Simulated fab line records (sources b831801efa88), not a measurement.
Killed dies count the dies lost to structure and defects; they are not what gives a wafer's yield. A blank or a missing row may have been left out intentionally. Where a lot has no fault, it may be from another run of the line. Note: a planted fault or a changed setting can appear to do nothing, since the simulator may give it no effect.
8D (eight disciplines) problem report, filled in by code | flow sky130 | the parts of the form that need people (team, actions taken, sign-off) are left out

== 1. THE PROBLEM ==
CAPM_TIN_RS at SKY_CAPM_RS_MEAS_03 reads a mean of 5.13 ohm/sq on 1 wafer of 1 lot; wafers without a fault read 6.90 ohm/sq with a standard deviation of 0.11. That puts it -16 standard deviations away from the usual mean.
The step: measures by four-point-probe.
Earliest sighting: wafer L721.5 on film_metro-04 at day 42 12:25. The record holds 30 wafers of 10 lots with a number at this step. The rule behind "out" and "out of limits": a value lying over 4 standard deviations away from the usual mean. Any other wafer with a number is counted as sound.

== 2. WHAT IT IS, WHAT IT ISN'T ==
question                    | is                | is not
which readings at this step | CAPM_TIN_RS       | -
which lots                  | L721              | L701, L704, L705, L706, L712, L713, L715, L717, L719
which wafers of those lots  | L721.5            | L721.2, L721.6
read on which gauges        | film_metro-04     | film_metro-01, film_metro-03
when                        | from day 42 12:25 | up to then (29 sound wafers)

== 3. THE SUSPECTS, EACH WITH WHAT RULES IT OUT ==
Counting: any tool at a process step up to the reading remains a suspect provided it ran every lot that is out. Sound lots after the first of them don't rule it out here, since some wafers of a struck lot are sound.
- the gauge at SKY_CAPM_RS_MEAS_03 has been ruled out. All the wafers that are out were read on film_metro-04, but those of them that SKY_CAPM_METAL_ETCH_13 has rows for are out there too, on other tools.
- rie_metal-04 at SKY_METAL2_DESCUM_17 (chemistry O2, time 8 s): kept. The lot that is out, L721, ran on it at day 41 08:45; the last sound lot it ran before that was L719, at day 40 22:32.
- cmp-02 at SKY_VIA2_CMP_24 (polishes, stops on SiO2, t overpolish 20 s, target thk 0 nm): kept. The lot that is out, L721, ran on it at day 42 11:45; the last sound lot it ran before that was L705, at day 37 17:54.
- pvd_sputter-04 at SKY_CAPM_SPUTTER_02 (material TiN, target thk 200 nm, time 166.7 s): kept. The lot that is out, L721, ran on it at day 42 12:17; the last sound lot it ran before that was L717, at day 41 03:51.
Left after counting: rie_metal-04 at SKY_METAL2_DESCUM_17, cmp-02 at SKY_VIA2_CMP_24, pvd_sputter-04 at SKY_CAPM_SPUTTER_02.

== 4. THE CAUSE (what the simulator had put in) ==
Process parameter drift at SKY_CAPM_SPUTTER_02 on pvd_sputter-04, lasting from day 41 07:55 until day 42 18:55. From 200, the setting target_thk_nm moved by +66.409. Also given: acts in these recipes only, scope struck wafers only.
Of the 3 suspects that counting leaves, this tool is one.

== 5. THE CHAIN OF EFFECTS, in route order ==
Each row: a reading where the mean over the struck wafers with a number is more than 3 standard deviations away from the usual. Readings are gone through only where the record gives a usual standard deviation; hours: the median, over the lots, of the time from a lot's start at the first step in this table giving one to that lot's start at this step; sigmas: the change measured in usual standard deviations.
hours | step                   | reading            | usual       | on struck wafers | change | sigmas
0     | SKY_CAPM_RS_MEAS_03    | CAPM_TIN_RS        | 6.90 ohm/sq | 5.13             | -1.77  | -16
0     | SKY_CAPM_THK_MEAS_04   | CAPM_TIN_THK       | 198 nm      | 267              | +69    | +20
22    | SKY_CAPM_METAL_ETCH_13 | oes_product_au     | 0.942 a.u.  | 1.031            | +0.089 | +8.9
22    | SKY_CAPM_METAL_ETCH_13 | throttle_valve_pct | 21.901 %    | 21.854           | -0.047 | -3.9
Here are the process steps it includes:
- SKY_CAPM_METAL_ETCH_13: etches TiN in Cl2/BCl3, stops on SiO2, target depth 220 nm, time 62.9 s.

== 6. WHAT WOULD HAVE CAUGHT IT SOONER ==
28 hours passed between the start of the fault at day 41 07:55 and the first reading out of limits at a measuring or inspecting step in this record, taken at day 42 12:25.
An alarm limit of 4 standard deviations would not have fired on the tool readings at SKY_CAPM_SPUTTER_02 for which the record gives a usual standard deviation, since none of them was out on any struck wafer.
The start of SKY_CAPM_SPUTTER_02 on pvd_sputter-04 came by day 42 12:25 for every one of the lots that are out (1). Had the tool been put on hold then, not one of them would have been saved.
